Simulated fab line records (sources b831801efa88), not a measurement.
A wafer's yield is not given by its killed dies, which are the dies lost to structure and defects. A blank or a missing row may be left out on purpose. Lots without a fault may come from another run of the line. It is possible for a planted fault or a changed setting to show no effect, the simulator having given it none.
8D (eight disciplines) problem report, filled in by code | flow sky130 | the parts of the form that need people (team, actions taken, sign-off) are left out

== 1. THE ISSUE ==
beam_energy_keV at SKY_LDD_N_IMPLANT_09 reads a mean of 20.846 on 6 wafers of 2 lots; wafers without a fault read 20.000 with a standard deviation of 0.0061. So: +99 or more standard deviations from the usual mean.
Seen first at day 23 23:43 on implanter-02, wafer L548.1. Wafers with a number at this step in the record: 18, from 6 lots. By rule, "out" or "out of limits" means more than 4 standard deviations away from the usual mean. All remaining wafers that have a number are taken as sound.

== 2. WHAT IT IS; WHAT IT IS NOT ==
question                    | is                     | is not
which readings at this step | beam_energy_keV        | beam_on_s
which lots                  | L548, L550             | L535, L545, L554, L556
which wafers of those lots  | all that have a number | -
read on which tools         | implanter-02           | implanter-01, implanter-04
when                        | from day 23 23:43      | up to then (6 sound wafers); but 6 sound wafers of L554, L556 came after

== 3. THE SUSPECTS, EACH WITH WHAT RULES IT OUT ==
Counting: a tool stays on the suspect list if, at a process step up to the reading, it processed all lots that are out and no sound lot following the first of them.
- implanter-02 at SKY_LDD_N_IMPLANT_09: kept. It processed each lot that is out, first L548 at day 23 23:43, and no sound lot thereafter; up to then, the last sound lot it processed was L545 at day 22 10:43. Its own readings are out on those wafers: beam_energy_keV.
Left after counting: implanter-02 at SKY_LDD_N_IMPLANT_09.

== 4. THE CAUSE (what the simulator had put in) ==
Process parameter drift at SKY_LDD_N_IMPLANT_09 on implanter-02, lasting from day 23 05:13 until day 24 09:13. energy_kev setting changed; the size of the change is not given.
After counting, this tool was the only one left.

== 5. THE CHAIN OF EFFECTS, in route order ==
Each row: a reading where the mean over the struck wafers with a number is more than 3 standard deviations away from the usual. Only readings whose record carries a usual standard deviation are examined. hours: median over the lots of the time between each lot's start at the first step of this table that gives one and its start at this step. sigmas: the change, counted in usual standard deviations.
hours | step                 | reading         | usual  | on struck wafers | change | sigmas
0     | SKY_LDD_N_IMPLANT_09 | beam_energy_keV | 20.000 | 20.846           | +0.846 | +99 or more
It contains these process steps:
- SKY_LDD_N_IMPLANT_09

== 6. WHAT WOULD HAVE CAUGHT IT SOONER ==
In this record the first reading out of limits was taken at day 23 23:43, 18 hours after the fault began at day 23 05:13.
